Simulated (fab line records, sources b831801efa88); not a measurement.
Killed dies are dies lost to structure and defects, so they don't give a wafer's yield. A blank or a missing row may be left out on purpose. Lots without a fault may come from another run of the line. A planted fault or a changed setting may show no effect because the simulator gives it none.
fab line records | flow gf180mcu
record lots=24 wafers=72 last_day=34
route steps=602 shown MVPSD@88 CONTACT@305 M1@315 V2@403 M3@414
lots that met no fault: from a run of the same line without faults
start_h: hours from the record's first day to the start of the lot's first wafer shown | wait_h: hours since the lot's step before | " the same as in the row above | L1.1+2: a row that stands for several wafers | - no value, or no start given | * or withheld: withheld | < > ~ a bound
route shown NAME@n: a module of which the file shows steps, and the number in the route of the first | usual: mean/standard deviation of fault-free wafers | same: alike in all rows | chamber/n: place in a boat | sites: the reading at each site | _std_site: their standard deviation | _edge_site: outer sites' mean less inner sites' | radius_mm: how far each site lies from the wafer's centre | mask NAME#n: copy n | behind: the tool/chamber that last shaped the wafer | hold: why the lot was held/for how many hours/how that ended | device: the transistor (n, p or np) that didn't switch | end of line: the same wafers' tests at the end of the route | a step without rows: its recipe alone | killed: dies lost to structure and defects at the first sort, not the wafer's yield | map: a wafer's dies, x killed, . not, _ none there
set.NAME: the setting as run; set.NAME@STEP: as run at that earlier step | model.NAME: the simulator's own value behind a step, which no gauge read
steps of the route over a sample of lots; a table a step, a row a wafer
services: from which hour (start_h, from the record's first day; less than 0 if before it) a tool's chamber was out of use, for how many hours, and why
## steps
# step GF_MVPSD_STRIP_10
# recipe chemistry=O2/N2 power_w=1400 pressure_mtorr=1500 platen_temp_c=250 o2_flow_sccm=3000 n2_flow_sccm=300 overash_fraction=0.5
# usual drypump_motor_current_A=5.7/0.51 heater_power_w=349/47 oes_product_au=0.722/0.0044 strip_time_to_endpoint_s=36.91/0.09
# columns lot.wafer tool chamber start_h wait_h drypump_motor_current_A heater_power_w oes_product_au rf_hours_counter_h strip_time_to_endpoint_s
L074.2 plasma_asher-01 1 97.79 0.1 5.9 344 0.723 44 37.04
L074.4 " 0 " " 5.6 359 0.724 - 37.11
L074.5 " 1 " " 5.9 353 0.714 - 36.92
L075.2 plasma_asher-02 1 103.99 0.1 5.5 390 0.722 42 36.91
L075.4 " 0 " " 6.4 304 0.723 - 36.96
L075.5 " 1 " " 5.5 401 0.723 - 36.84
L076.1 plasma_asher-01 1 108.86 0.2 5.9 352 0.724 45 36.99
L076.4 " 1 " " 5.9 341 0.722 - 37.00
L076.5 " 0 " " 5.6 361 0.719 - 36.94
L077.1 plasma_asher-03 0 115.85 0.1 6.2 400 0.721 49 36.77
L077.3 " 1 " " 4.9 297 0.723 - 36.92
L077.4 " 0 " " 6.2 399 0.728 - 36.87
L078.3 plasma_asher-02 1 122.17 0.1 5.5 397 0.723 - 36.73
L078.4 " 0 " " 6.4 292 0.728 - 36.75
L078.5 " 1 " " 5.5 397 0.713 - 36.84
L079.2 plasma_asher-01 1 126.89 0.1 5.9 353 0.721 47 36.83
L079.3 " 1 " " 5.9 347 0.718 - 36.87
L079.6 " 1 " " 5.9 338 0.724 - 36.89
L080.1 plasma_asher-03 1 132.25 0.1 4.9 298 0.725 51 36.84
L080.4 " 0 " " 6.2 402 0.712 - 36.85
L080.5 " 0 " " 6.2 401 0.731 - 36.86
L081.1 plasma_asher-03 0 141.05 0.2 6.2 408 0.727 52 36.94
L081.5 " 0 " " 6.2 405 0.720 - 36.95
L081.6 " 1 " " 4.9 311 0.721 - 36.87
L082.1 plasma_asher-03 1 146.00 0.1 4.9 303 0.726 53 36.92
L082.2 " 0 " " 6.2 407 0.721 53 36.96
L082.3 " 1 " " 4.9 300 0.731 - 37.02
L083.1 plasma_asher-03 0 150.40 0.1 6.2 402 0.727 54 37.04
L083.4 " 1 " " 4.9 309 0.723 - 36.98
L083.5 " 0 " " 6.2 412 0.724 - 36.99
L084.2 plasma_asher-02 1 156.49 0.1 5.5 392 0.725 5 37.17
L084.4 " 1 " " 5.5 394 0.716 - 37.13
L084.5 " 1 " " 5.5 391 0.718 - 37.16
L085.1 plasma_asher-02 1 161.45 0.1 5.5 392 0.726 6 37.02
L085.2 " 0 " " 6.3 288 0.721 6 36.91
L085.3 " 1 " " 5.5 399 0.726 - 36.87
L086.4 plasma_asher-02 1 168.03 0.1 5.5 393 0.719 - 36.76
L086.5 " 0 " " 6.4 287 0.710 - 36.84
L086.6 " 1 " " 5.5 406 0.725 - 36.86
L087.1 plasma_asher-02 0 173.39 0.1 6.4 283 0.721 7 36.81
L087.2 " 1 " " 5.5 400 0.715 7 36.82
L087.6 " 0 " " 6.3 285 0.722 - 36.83
L088.1 plasma_asher-03 0 178.94 0.1 6.2 411 0.716 58 36.80
L088.2 " 1 " " 4.9 302 0.722 58 36.82
L088.4 " 0 " " 6.2 400 0.723 - 36.81
L089.1 plasma_asher-03 1 183.80 0.1 4.9 292 0.719 59 36.90
L089.2 " 0 " " 6.2 408 0.731 59 36.81
L089.4 " 0 " " 6.2 406 0.730 - 36.87
L090.1 plasma_asher-01 1 191.44 0.1 5.9 351 0.721 50 36.96
L090.2 " 0 " " 5.6 351 0.722 50 36.84
L090.6 " 1 " " 5.9 357 0.727 - 36.86
L091.2 plasma_asher-01 0 199.29 0.1 5.6 363 0.724 51 36.85
L091.3 " 1 " " 5.9 341 0.722 - 36.86
L091.5 " 0 " " 5.6 359 0.720 - 36.90
L092.2 plasma_asher-02 0 203.24 0.1 6.4 282 0.724 10 36.91
L092.3 " 1 " " 5.5 398 0.720 - 36.78
L092.4 " 0 " " 6.4 279 0.722 - 36.93
L093.4 plasma_asher-03 0 209.88 0.1 6.2 415 0.725 - 36.87
L093.5 " 0 " " 6.2 414 0.730 - 36.89
L093.6 " 1 " " 4.9 304 0.728 - 36.89
L094.1 plasma_asher-03 0 213.49 0.1 6.2 407 0.721 62 36.85
L094.3 " 0 " " 6.2 392 0.723 - 36.94
L094.5 " 1 " " 4.9 305 0.725 - 36.85
L095.1 plasma_asher-03 1 220.29 0.1 4.9 299 0.711 63 36.89
L095.2 " 0 " " 6.2 402 0.717 63 36.83
L095.3 " 1 " " 4.9 306 0.725 - 36.95
L096.2 plasma_asher-01 0 226.79 0.1 5.6 357 0.723 54 36.89
L096.3 " 1 " " 5.9 343 0.725 - 36.84
L096.6 " 0 " " 5.6 359 0.720 - 36.98
L097.3 plasma_asher-02 0 233.82 0.1 6.4 285 0.716 - 37.12
L097.4 " 1 " " 5.5 407 0.719 - 37.01
L097.5 " 1 " " 5.5 391 0.724 - 37.04
# step GF_CONTACT_STRIP_18
# recipe chemistry=O2/N2 power_w=1400 pressure_mtorr=1500 platen_temp_c=250 o2_flow_sccm=3000 n2_flow_sccm=300 overash_fraction=0.5
# usual drypump_motor_current_A=5.8/0.46 heater_power_w=353/47 oes_product_au=0.580/0.0051
# columns lot.wafer tool chamber start_h wait_h drypump_motor_current_A heater_power_w oes_product_au rf_hours_counter_h
L074.2 plasma_asher-02 0 366.73 - 6.4 277 0.578 27
L074.4 " 1 " " 5.5 405 0.573 -
L074.5 " 0 " " 6.4 284 0.581 -
L075.2 plasma_asher-01 1 372.17 - 5.9 344 0.583 70
L075.4 " 1 " " 6.0 351 0.573 -
L075.5 " 1 " " 5.9 351 0.573 -
L076.1 plasma_asher-03 1 380.37 - 4.9 311 0.577 80
L076.4 " 1 " " 4.9 299 0.580 -
L076.5 " 1 " " 4.9 307 0.584 -
L077.1 plasma_asher-01 0 389.98 - 5.6 359 0.578 71
L077.3 " 0 " " 5.6 367 0.571 -
L077.4 " 1 " " 5.9 348 0.575 -
L078.3 plasma_asher-02 0 400.86 - 6.3 284 0.579 -
L078.4 " 1 " " 5.5 400 0.578 -
L078.5 " 1 " " 5.5 403 0.574 -
L079.2 plasma_asher-03 1 410.37 - 4.9 309 0.585 83
L079.3 " 0 " " 6.2 414 0.579 -
L079.6 " 1 " " 4.9 304 0.573 -
L080.1 plasma_asher-02 0 413.63 - 6.4 273 0.585 31
L080.4 " 0 " " 6.4 282 0.583 -
L080.5 " 1 " " 5.5 392 0.581 -
L081.1 plasma_asher-03 0 427.42 - 6.2 404 0.576 85
L081.5 " 1 " " 4.9 299 0.588 -
L081.6 " 0 " " 6.2 413 0.573 -
L082.1 plasma_asher-02 1 436.62 - 5.5 388 0.577 34
L082.2 " 0 " " 6.4 284 0.584 34
L082.3 " 0 " " 6.4 284 0.582 -
L083.1 plasma_asher-02 0 442.22 - 6.3 279 0.577 35
L083.4 " 0 " " 6.4 287 0.586 -
L083.5 " 0 " " 6.4 279 0.582 -
L084.2 plasma_asher-02 0 449.67 - 6.4 291 0.584 36
L084.4 " 0 " " 6.4 272 0.579 -
L084.5 " 1 " " 5.5 395 0.575 -
L085.1 plasma_asher-01 1 458.12 - 5.9 388 0.586 2
L085.2 " 0 " " 5.6 369 0.579 2
L085.3 " 1 " " 5.9 371 0.579 -
L086.4 plasma_asher-02 1 468.91 - 5.5 395 0.580 -
L086.5 " 0 " " 6.4 284 0.580 -
L086.6 " 1 " " 5.5 399 0.585 -
L087.1 plasma_asher-02 0 479.03 - 6.3 286 0.581 39
L087.2 " 1 " " 5.5 395 0.575 39
L087.6 " 0 " " 6.4 283 0.583 -
L088.1 plasma_asher-01 0 486.98 - 5.6 361 0.584 5
L088.2 " 1 " " 5.9 390 0.581 5
L088.4 " 1 " " 5.9 399 0.571 -
L089.1 plasma_asher-01 1 494.47 - 5.9 388 0.590 6
L089.2 " 0 " " 5.6 366 0.579 6
L089.4 " 1 " " 5.9 374 0.579 -
L090.1 plasma_asher-03 1 508.52 - 4.9 309 0.580 94
L090.2 " 0 " " 6.2 398 0.580 94
L090.6 " 0 " " 6.2 409 0.582 -
L091.2 plasma_asher-01 0 516.76 - 5.6 361 0.586 8
L091.3 " 0 " " 5.6 364 0.587 -
L091.5 " 0 " " 5.6 360 0.572 -
L092.2 plasma_asher-02 1 519.03 - 5.5 389 0.580 43
L092.3 " 0 " " 6.4 283 0.589 -
L092.4 " 1 " " 5.5 403 0.577 -
L093.4 plasma_asher-02 1 529.07 - 5.5 394 0.581 -
L093.5 " 1 " " 5.5 407 0.579 -
L093.6 " 0 " " 6.4 283 0.577 -
L094.1 plasma_asher-03 0 535.32 - 6.2 401 0.578 97
L094.3 " 1 " " 4.9 300 0.584 -
L094.5 " 0 " " 6.2 405 0.582 -
L095.1 plasma_asher-01 0 543.66 - 5.6 359 0.584 10
L095.2 " 1 " " 5.9 387 0.584 10
L095.3 " 1 " " 5.9 381 0.576 -
L096.2 plasma_asher-01 0 550.32 - 5.6 362 0.567 11
L096.3 " 1 " " 5.9 392 0.587 -
L096.6 " 0 " " 5.6 358 0.577 -
L097.3 plasma_asher-03 1 556.90 - 4.9 295 0.584 -
L097.4 " 0 " " 6.2 404 0.580 -
L097.5 " 0 " " 6.2 410 0.590 -
# step GF_M1_SPUTTER_00
# recipe material=Ti target_thk_nm=37.5 arriving_ion_energy_ev=80 substrate_temp_c=200 chamber_pressure_pa=2 power_w=4000 time_s=150
# usual throttle_valve_pct=30.3/1
# columns lot.wafer tool chamber start_h wait_h throttle_valve_pct
L074.2 pvd_sputter-02 - 367.71 0.2 29.8
L074.4 " - " " 31.1
L074.5 " - " " 30.8
L075.2 pvd_sputter-02 - 373.14 0.2 29.4
L075.4 " - " " 30.7
L075.5 " - " " 29.6
L076.1 pvd_sputter-02 - 381.35 0.1 30.5
L076.4 " - " " 30.7
L076.5 " - " " 30.8
L077.1 pvd_sputter-01 - 390.96 0.2 30.6
L077.3 " - " " 29.1
L077.4 " - " " 30.7
L078.3 pvd_sputter-04 - 401.80 0.2 28.7
L078.4 " - " " 30.7
L078.5 " - " " 28.6
L079.2 pvd_sputter-01 - 411.37 0.2 28.9
L079.3 " - " " 30.6
L079.6 " - " " 30.5
L080.1 pvd_sputter-02 - 414.61 0.2 30.6
L080.4 " - " " 29.4
L080.5 " - " " 30.4
L081.1 pvd_sputter-02 - 428.40 0.1 30.5
L081.5 " - " " 29.5
L081.6 " - " " 30.5
L082.1 pvd_sputter-02 - 437.72 0.1 29.3
L082.2 " - " " 30.6
L082.3 " - " " 30.9
L083.1 pvd_sputter-04 - 443.21 0.1 28.3
L083.4 " - " " 32.2
L083.5 " - " " 28.4
L084.2 pvd_sputter-01 - 450.75 0.1 28.8
L084.4 " - " " 30.8
L084.5 " - " " 30.6
L085.1 pvd_sputter-01 - 459.11 0.2 31.0
L085.2 " - " " 30.5
L085.3 " - " " 31.5
L086.4 pvd_sputter-02 - 469.87 0.1 31.0
L086.5 " - " " 30.3
L086.6 " - " " 29.5
L087.1 pvd_sputter-01 - 480.01 0.2 28.8
L087.2 " - " " 31.0
L087.6 " - " " 30.9
L088.1 pvd_sputter-04 - 487.98 0.1 30.7
L088.2 " - " " 31.9
L088.4 " - " " 28.3
L089.1 pvd_sputter-01 - 495.47 0.1 31.8
L089.2 " - " " 30.2
L089.4 " - " " 28.9
L090.1 pvd_sputter-02 - 509.52 0.1 30.7
L090.2 " - " " 30.5
L090.6 " - " " 30.4
L091.2 pvd_sputter-01 - 517.76 0.1 30.4
L091.3 " - " " 28.7
L091.5 " - " " 29.0
L092.2 pvd_sputter-04 - 520.47 0.1 28.6
L092.3 " - " " 32.2
L092.4 " - " " 30.6
L093.4 pvd_sputter-04 - 530.06 0.2 30.9
L093.5 " - " " 28.7
L093.6 " - " " 32.3
L094.1 pvd_sputter-02 - 536.31 0.1 30.7
L094.3 " - " " 30.6
L094.5 " - " " 30.7
L095.1 pvd_sputter-01 - 544.64 0.1 31.6
L095.2 " - " " 31.0
L095.3 " - " " 28.9
L096.2 pvd_sputter-01 - 554.23 0.1 31.6
L096.3 " - " " 29.1
L096.6 " - " " 28.9
L097.3 pvd_sputter-01 - 557.85 0.1 31.5
L097.4 " - " " 28.9
L097.5 " - " " 30.8
# step GF_V2_SPUTTER_21
# recipe material=Ti target_thk_nm=15 chamber_pressure_pa=5 power_w=2500 substrate_temp_c=200 time_s=80.02
# usual throttle_valve_pct=30.2/1.1
# columns lot.wafer tool chamber start_h wait_h throttle_valve_pct
L074.2 pvd_sputter-03 - 468.43 0.0 29.7
L074.4 " - " " 30.2
L074.5 " - " " 30.7
L075.2 pvd_sputter-03 - 474.82 0.0 29.9
L075.4 " - " " 30.0
L075.5 " - " " 29.9
L076.1 pvd_sputter-01 - 482.63 0.0 31.4
L076.4 " - " " 30.7
L076.5 " - " " 29.1
L077.1 pvd_sputter-01 - 492.44 0.0 30.8
L077.3 " - " " 31.5
L077.4 " - " " 28.9
L078.3 pvd_sputter-04 - 504.20 0.0 28.6
L078.4 " - " " 32.1
L078.5 " - " " 32.2
L079.2 pvd_sputter-01 - 513.91 0.0 30.9
L079.3 " - " " 28.9
L079.6 " - " " 31.3
L080.1 pvd_sputter-04 - 515.31 0.0 28.8
L080.4 " - " " 29.0
L080.5 " - " " 32.2
L081.1 pvd_sputter-03 - 530.59 0.0 30.2
L081.5 " - " " 30.5
L081.6 " - " " 29.8
L082.1 pvd_sputter-04 - 538.48 0.0 28.5
L082.2 " - " " 30.6
L082.3 " - " " 28.5
L083.1 pvd_sputter-03 - 543.07 0.0 30.7
L083.4 " - " " 29.8
L083.5 " - " " 30.2
L084.2 pvd_sputter-04 - 549.16 0.0 31.1
L084.4 " - " " 28.5
L084.5 " - " " 32.4
L085.1 pvd_sputter-03 - 558.82 0.0 29.9
L085.2 " - " " 30.7
L085.3 " - " " 30.1
L086.4 pvd_sputter-04 - 568.78 0.0 28.6
L086.5 " - " " 28.7
L086.6 " - " " 32.2
L087.1 pvd_sputter-01 - 576.87 0.0 30.4
L087.2 " - " " 31.3
L087.6 " - " " 29.2
L088.1 pvd_sputter-03 - 584.06 0.0 29.7
L088.2 " - " " 29.8
L088.4 " - " " 30.3
L089.1 pvd_sputter-01 - 590.44 0.0 31.5
L089.2 " - " " 30.8
L089.4 " - " " 30.9
L090.1 pvd_sputter-01 - 604.87 0.0 30.8
L090.2 " - " " 31.3
L090.6 " - " " 29.1
L091.2 pvd_sputter-04 - 610.64 0.0 30.8
L091.3 " - " " 32.2
L091.5 " - " " 28.7
L092.2 pvd_sputter-03 - 613.42 0.0 30.2
L092.3 " - " " 30.3
L092.4 " - " " 30.7
L093.4 pvd_sputter-01 - 622.90 0.0 28.9
L093.5 " - " " 31.7
L093.6 " - " " 29.0
L094.1 pvd_sputter-01 - 628.95 0.0 31.4
L094.3 " - " " 28.9
L094.5 " - " " 30.8
L095.1 pvd_sputter-04 - 636.61 0.0 30.5
L095.2 " - " " 28.6
L095.3 " - " " 32.0
L096.2 pvd_sputter-03 - 645.16 0.0 30.0
L096.3 " - " " 30.7
L096.6 " - " " 30.3
L097.3 pvd_sputter-03 - 647.17 0.0 29.9
L097.4 " - " " 29.5
L097.5 " - " " 30.2
# step GF_M3_RS_MEAS_05
# recipe thk_meas_gauge=four-point-probe reads=TiN_of_M3_SPUTTER_04+Ti_of_M3_SPUTTER_03+AlCu_of_M3_SPUTTER_02+TiN_of_M3_SPUTTER_01+Ti_of_M3_SPUTTER_00
# usual M3_ALCU_RS=0.0691/0.00093
# columns lot.wafer tool chamber start_h wait_h M3_ALCU_RS[ohm/sq]
L074.2 film_metro-01 - 469.37 0.0 0.0687
L074.4 " - " " 0.0703
L074.5 " - " " 0.0686
L075.2 film_metro-04 - 475.78 0.0 0.0688
L075.4 " - " " 0.0685
L075.5 " - " " 0.0665
L076.1 film_metro-01 - 483.57 0.0 0.0671
L076.4 " - " " 0.0690
L076.5 " - " " 0.0692
L077.1 film_metro-02 - 493.36 0.0 0.0686
L077.3 " - " " 0.0687
L077.4 " - " " 0.0685
L078.3 film_metro-04 - 505.17 0.1 0.0682
L078.4 " - " " 0.0690
L078.5 " - " " 0.0702
L079.2 film_metro-02 - 514.84 0.0 0.0709
L079.3 " - " " 0.0698
L079.6 " - " " 0.0706
L080.1 film_metro-01 - 516.24 0.0 0.0693
L080.4 " - " " 0.0690
L080.5 " - " " 0.0688
L081.1 film_metro-02 - 531.61 0.0 0.0692
L081.5 " - " " 0.0687
L081.6 " - " " 0.0685
L082.1 film_metro-04 - 539.50 0.0 0.0688
L082.2 " - " " 0.0694
L082.3 " - " " 0.0700
L083.1 film_metro-01 - 544.10 0.0 0.0685
L083.4 " - " " 0.0670
L083.5 " - " " 0.0684
L084.2 film_metro-04 - 550.34 0.0 0.0681
L084.4 " - " " 0.0692
L084.5 " - " " 0.0681
L085.1 film_metro-01 - 559.73 0.0 0.0684
L085.2 " - " " 0.0702
L085.3 " - " " 0.0683
L086.4 film_metro-02 - 569.76 0.1 0.0703
L086.5 " - " " 0.0692
L086.6 " - " " 0.0703
L087.1 film_metro-04 - 577.79 0.0 0.0680
L087.2 " - " " 0.0695
L087.6 " - " " 0.0683
L088.1 film_metro-04 - 584.98 0.0 0.0688
L088.2 " - " " 0.0672
L088.4 " - " " 0.0669
L089.1 film_metro-01 - 591.35 0.0 0.0682
L089.2 " - " " 0.0683
L089.4 " - " " 0.0682
L090.1 film_metro-04 - 605.79 0.0 0.0694
L090.2 " - " " 0.0695
L090.6 " - " " 0.0699
L091.2 film_metro-02 - 611.57 0.0 0.0695
L091.3 " - " " 0.0701
L091.5 " - " " 0.0694
L092.2 film_metro-02 - 614.35 0.0 0.0707
L092.3 " - " " 0.0699
L092.4 " - " " 0.0690
L093.4 film_metro-02 - 623.87 0.1 0.0681
L093.5 " - " " 0.0682
L093.6 " - " " 0.0697
L094.1 film_metro-02 - 630.04 0.0 0.0692
L094.3 " - " " 0.0690
L094.5 " - " " 0.0690
L095.1 film_metro-02 - 637.53 0.0 0.0691
L095.2 " - " " 0.0688
L095.3 " - " " 0.0707
L096.2 film_metro-02 - 646.10 0.0 0.0686
L096.3 " - " " 0.0706
L096.6 " - " " 0.0708
L097.3 film_metro-01 - 648.13 0.1 0.0680
L097.4 " - " " 0.0674
L097.5 " - " " 0.0683
# step GF_M3_STRIP_17
# recipe chemistry=O2/N2 power_w=1400 pressure_mtorr=1500 platen_temp_c=250 o2_flow_sccm=3000 n2_flow_sccm=300 overash_fraction=0.5
# usual drypump_motor_current_A=6.0/0.46 heater_power_w=370/45 oes_product_au=0.537/0.0052 strip_time_to_endpoint_s=7.38/0.059
# columns lot.wafer tool chamber start_h wait_h drypump_motor_current_A heater_power_w oes_product_au rf_hours_counter_h strip_time_to_endpoint_s
L074.2 plasma_asher-01 1 493.74 0.1 5.9 389 0.532 6 7.44
L074.4 " 1 " " 5.9 383 0.541 - 7.43
L074.5 " 0 " " 5.6 363 0.540 - 7.47
L075.2 plasma_asher-04 1 499.74 0.1 6.6 422 0.533 70 7.32
L075.4 " 1 " " 6.7 432 0.533 - 7.35
L075.5 " 1 " " 6.7 432 0.536 - 7.31
L076.1 plasma_asher-03 0 506.94 0.1 6.2 411 0.527 94 7.30
L076.4 " 0 " " 6.2 407 0.529 - 7.30
L076.5 " 1 " " 4.9 300 0.542 - 7.36
L077.1 plasma_asher-03 1 516.94 0.1 4.9 294 0.544 95 7.37
L077.3 " 0 " " 6.2 417 0.533 - 7.34
L077.4 " 1 " " 4.9 303 0.529 - 7.33
L078.3 plasma_asher-04 1 527.97 0.1 6.6 431 0.541 - 7.36
L078.4 " 0 " " 6.1 313 0.535 - 7.39
L078.5 " 0 " " 6.1 317 0.533 - 7.39
L079.2 plasma_asher-01 1 537.71 0.2 5.9 389 0.535 9 7.44
L079.3 " 1 " " 5.9 375 0.544 - 7.43
L079.6 " 1 " " 5.9 387 0.540 - 7.41
L080.1 plasma_asher-04 1 539.49 0.1 6.6 418 0.528 74 7.25
L080.4 " 1 " " 6.6 437 0.524 - 7.27
L080.5 " 1 " " 6.7 439 0.545 - 7.30
L081.1 plasma_asher-04 1 554.82 0.2 6.6 439 0.543 76 7.41
L081.5 " 0 " " 6.1 321 0.533 - 7.37
L081.6 " 1 " " 6.7 421 0.542 - 7.38
L082.1 plasma_asher-04 1 562.51 0.2 6.6 423 0.534 77 7.35
L082.2 " 0 " " 6.1 314 0.538 77 7.35
L082.3 " 0 " " 6.1 315 0.534 - 7.38
L083.1 plasma_asher-01 1 567.04 0.1 5.9 386 0.541 12 7.36
L083.4 " 0 " " 5.6 371 0.539 - 7.35
L083.5 " 1 " " 5.9 384 0.538 - 7.39
L084.2 plasma_asher-01 0 572.63 0.1 5.6 362 0.538 13 7.42
L084.4 " 1 " " 5.9 384 0.537 - 7.42
L084.5 " 1 " " 5.9 382 0.532 - 7.39
L085.1 plasma_asher-01 1 582.13 0.1 5.9 388 0.537 15 7.34
L085.2 " 0 " " 5.6 372 0.548 15 7.43
L085.3 " 0 " " 5.6 362 0.535 - 7.41
L086.4 plasma_asher-01 1 591.97 0.1 5.9 381 0.541 - 7.37
L086.5 " 0 " " 5.6 364 0.528 - 7.32
L086.6 " 1 " " 5.9 382 0.542 - 7.38
L087.1 plasma_asher-04 0 598.88 0.1 6.1 312 0.536 82 7.31
L087.2 " 1 " " 6.7 423 0.527 82 7.44
L087.6 " 0 " " 6.1 304 0.543 - 7.43
L088.1 plasma_asher-01 1 606.73 0.1 5.9 364 0.534 17 7.30
L088.2 " 0 " " 5.6 368 0.535 17 7.42
L088.4 " 1 " " 5.9 376 0.547 - 7.44
L089.1 plasma_asher-04 0 612.84 0.1 6.1 304 0.533 83 7.38
L089.2 " 1 " " 6.6 435 0.535 83 7.40
L089.4 " 0 " " 6.1 315 0.539 - 7.38
L090.1 plasma_asher-01 0 626.97 0.2 5.6 367 0.543 20 7.45
L090.2 " 1 " " 5.9 383 0.533 20 7.48
L090.6 " 0 " " 5.6 368 0.539 - 7.48
L091.2 plasma_asher-03 0 632.31 0.2 6.2 411 0.537 104 7.29
L091.3 " 1 " " 4.9 312 0.539 - 7.31
L091.5 " 1 " " 4.9 297 0.541 - 7.28
L092.2 plasma_asher-01 1 635.86 0.2 5.9 381 0.543 20 7.48
L092.3 " 1 " " 5.9 381 0.548 - 7.46
L092.4 " 0 " " 5.6 360 0.541 - 7.48
L093.4 plasma_asher-04 1 644.78 0.1 6.6 442 0.543 - 7.30
L093.5 " 0 " " 6.1 316 0.542 - 7.44
L093.6 " 1 " " 6.7 428 0.531 - 7.31
L094.1 plasma_asher-04 0 650.93 0.1 6.1 316 0.543 87 7.47
L094.3 " 0 " " 6.1 311 0.538 - 7.50
L094.5 " 0 " " 6.1 317 0.540 - 7.48
L095.1 plasma_asher-01 0 657.19 0.1 5.6 366 0.538 22 7.36
L095.2 " 1 " " 5.9 383 0.536 22 7.39
L095.3 " 0 " " 5.6 370 0.533 - 7.34
L096.2 plasma_asher-04 0 665.18 0.1 6.1 315 0.543 89 7.33
L096.3 " 0 " " 6.1 313 0.542 - 7.38
L096.6 " 1 " " 6.7 425 0.539 - 7.33
L097.3 plasma_asher-04 0 667.67 0.1 6.1 314 0.529 - 7.35
L097.4 " 1 " " 6.6 433 0.548 - 7.48
L097.5 " 1 " " 6.6 451 0.535 - 7.44
## services
# columns tool chamber start_h hours kind
pvd_sputter-01 - 90.76 4.7 repair
plasma_asher-02 - 108.75 9.0 pm
pvd_sputter-01 - 118.36 2.0 repair
plasma_asher-01 - 136.60 28.4 pm
pvd_sputter-01 - 205.10 1.4 repair
pvd_sputter-01 - 256.37 8.3 repair
pvd_sputter-01 - 321.65 2.9 repair
pvd_sputter-01 - 341.21 3.5 repair
plasma_asher-03 - 386.89 0.8 repair
pvd_sputter-01 - 417.52 0.7 repair
plasma_asher-01 - 421.25 9.0 pm
plasma_asher-01 - 431.96 9.9 repair
plasma_asher-01 - 468.45 2.2 repair
plasma_asher-01 - 512.88 2.8 pm
pvd_sputter-01 - 521.01 4.3 repair
pvd_sputter-01 - 527.58 12.1 repair
plasma_asher-01 - 531.99 4.9 repair
plasma_asher-01 - 563.42 0.8 repair
plasma_asher-03 - 570.17 25.4 repair
plasma_asher-03 - 575.25 6.3 repair
plasma_asher-01 - 587.28 4.3 pm
plasma_asher-03 - 602.59 2.8 pm
plasma_asher-03 - 607.05 7.1 repair
plasma_asher-01 - 629.86 4.2 repair
## key
fault none
